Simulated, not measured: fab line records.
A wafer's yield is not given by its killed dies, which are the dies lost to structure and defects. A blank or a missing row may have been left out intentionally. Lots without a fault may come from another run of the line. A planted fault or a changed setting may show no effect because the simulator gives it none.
Which tool was responsible? | flow gf180mcu | 7 lots, 21 wafers sampled, at 2 steps of a route of 602

== WHAT THE GAUGES SHOWED, per wafer ==
GF_SALICIDE_RS_MEAS_04: a four-point-probe measurement.
lot  | measured     | on            | SALICIDE_TIN_RS (ohm/sq)
L371 | day 15 22:35 | film_metro-01 | 16.48 16.62 16.84
L376 | day 17 18:59 | film_metro-01 | 16.13 16.57 16.42
L378 | day 19 12:32 | film_metro-04 | 16.48 16.44 16.41
L381 | day 20 02:44 | film_metro-02 | 16.68 16.74 17.00
L383 | day 20 22:34 | film_metro-02 | 15.78 15.94 15.80
L387 | day 22 08:14 | film_metro-01 | 16.42 16.11 16.25
L391 | day 23 04:38 | film_metro-02 | 15.93 15.97 16.05

== TOOL THAT RAN EACH LOT (tool first, then ch and the chambers of the sampled wafers, then the start) ==
lot  | GF_SALICIDE_SPUTTER_02
L371 | pvd_sputter-03, day 15 22:32
L376 | pvd_sputter-03, day 17 18:55
L378 | pvd_sputter-02, day 19 12:29
L381 | pvd_sputter-01, day 20 02:41
L383 | pvd_sputter-01, day 20 22:31
L387 | pvd_sputter-02, day 22 08:11
L391 | pvd_sputter-02, day 23 04:32
- GF_SALICIDE_SPUTTER_02: material Co, target thk 10 nm, time 20 s.

== THE ANSWER, worked out from the rows above alone ==
Rule: what is usual is taken from the lots themselves. The widest of any qualifying gaps counts: lots, ordered by their means at a reading, are off when they make up no more than a third of the lots, leave a main group of 4 or more, and stand apart from it by 3 or more times the standard deviation of that group's means. If all means in a main group match to the digits the tables above print for the reading, that group is not used. Also off: a lot with no number at a reading for which 4 or more lots have one. The other lots that the step has rows for count as sound.
None of the lots is off at any reading shown; this tells nothing.

== WHAT THE SIMULATOR HAD PUT IN ==
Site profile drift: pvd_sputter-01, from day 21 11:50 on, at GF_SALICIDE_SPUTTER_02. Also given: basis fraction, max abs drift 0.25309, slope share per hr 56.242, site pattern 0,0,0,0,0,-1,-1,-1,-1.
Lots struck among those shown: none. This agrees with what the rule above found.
